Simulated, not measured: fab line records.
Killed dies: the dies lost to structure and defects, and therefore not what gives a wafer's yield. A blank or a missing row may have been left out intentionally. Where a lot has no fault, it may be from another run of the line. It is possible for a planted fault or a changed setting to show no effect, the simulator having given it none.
Struck lot and sound lot, side by side	flow gf180mcu	16 steps out of a route of 602
Sound: these wafers, L607.2, L607.5, L607.6. The struck wafers were L619.2, L619.4, L619.5. At the end, the cause is stated.
Per side, at each step with rows, come the tool, then ch with its chambers, and then its first start. Under that, the readings that differ: sound wafers	struck wafers	difference of the means	sigmas: that difference in standard deviations of wafers without a fault.
alike: words and numbers the same on both sides, and readings whose means are apart by under 2 such deviations; not compared: readings that were withheld, readings missing a value for some wafer, numbers with overlapping values and no deviation given by the record, and bounds like >300 which may hide the same value.
Wherever a step has rows on one side only, a row that says differs or no value, or a row with sigmas, the two part there. Numbers that don't overlap but have no deviation are shown without sigmas and don't part them. A reading that every wafer of one side lacks parts them only if that side has two wafers or more.

first, 5 steps without rows for these wafers: GF_SAB_COAT_04 (resist thk 1000 nm); GF_SAB_SOFTBAKE_05 (time 60 s); GF_SAB_EXPOSE_06 (exposes mask SAB, target cd 420 nm); GF_SAB_PEB_07; GF_SAB_DEVELOP_08 (develop time 60 s).
GF_SAB_CD_MEAS_09: the cd target is 420 nm.
  sound: cd-sem-01 at day 15 11:28; struck: cd-sem-01 at day 19 22:51
reading	sound	struck	difference	sigmas
cd-nm (nm)	421.9 424.0 421.2	415.2 416.6 417.9	-5.8	-2
GF_SAB_OVL_MEAS_10:
  sound: overlay-02 at day 15 11:34; struck: overlay-01 at day 19 22:58
  alike: SAB_OVL
GF_SAB_ETCH_11: etches SiO2 in C4F8/O2/Ar, target depth 55 nm, time 8.5 s.
  sound on rie-diel-03 ch 1,2, day 15 11:36; struck on rie-diel-02 ch 1,2, day 19 22:59
  alike: oes-product-au
then, 1 step without rows for these wafers: GF_SAB_WET_ETCH_12 (etches SiO2 in dHF, target depth 22 nm, time 440 s).
GF_SAB_STRIP_13: strips in O2/N2.
  sound on plasma-asher-01 ch 0,1, day 15 11:45; struck on plasma-asher-03 ch 0,1, day 19 23:08
  alike: drypump-motor-current-A, heater-power-w, oes-product-au, strip-time-to-endpoint-s
  not compared: rf-hours-counter-h
then, 2 steps without rows for these wafers: GF_SALICIDE_CLEAN_00 (cleans in SC1/SC2, time 150 s); GF_SALICIDE_WET_ETCH_01 (etches SiO2 in dHF, target depth 5 nm, time 100 s).
GF_SALICIDE_SPUTTER_02: material Co, target thk 10 nm, time 20 s.
  sound: pvd-sputter-02 at day 15 11:56; struck: pvd-sputter-01 at day 19 23:20
  no value came back on the struck wafers for cathode-dc-power-W (W), chamber-pressure-pa (Pa), throttle-valve-pct (%), time-s (s); on the sound wafers cathode-dc-power-W (W) reads 1000.1 1000.2 1000.1
GF_SALICIDE_SPUTTER_03: material TiN, target thk 20 nm, time 16.7 s.
  sound: pvd-sputter-02 at day 15 11:58; struck: pvd-sputter-01 at day 19 23:21
  alike: cathode-dc-power-W, chamber-pressure-pa, throttle-valve-pct
GF_SALICIDE_RS_MEAS_04: uses a four-point probe to measure.
  sound: film-metro-04 at day 15 12:01; struck: film-metro-04 at day 19 23:41
reading	sound	struck	difference	sigmas
SALICIDE_TIN_RS (ohm/sq)	16.36 16.39 16.54	58.48 58.61 57.78	+41.86	+99 or more
  not compared: hold
GF_PASSIVATION_PROBE_99:
  the record holds rows for the sound wafers here (prober-01, day 29 08:51) but none for the struck ones

WHERE THEY PART
Last at GF_PASSIVATION_PROBE_99 as far as this record goes, first at GF_SAB_CD_MEAS_09.

WHY: what had been put in by the simulator
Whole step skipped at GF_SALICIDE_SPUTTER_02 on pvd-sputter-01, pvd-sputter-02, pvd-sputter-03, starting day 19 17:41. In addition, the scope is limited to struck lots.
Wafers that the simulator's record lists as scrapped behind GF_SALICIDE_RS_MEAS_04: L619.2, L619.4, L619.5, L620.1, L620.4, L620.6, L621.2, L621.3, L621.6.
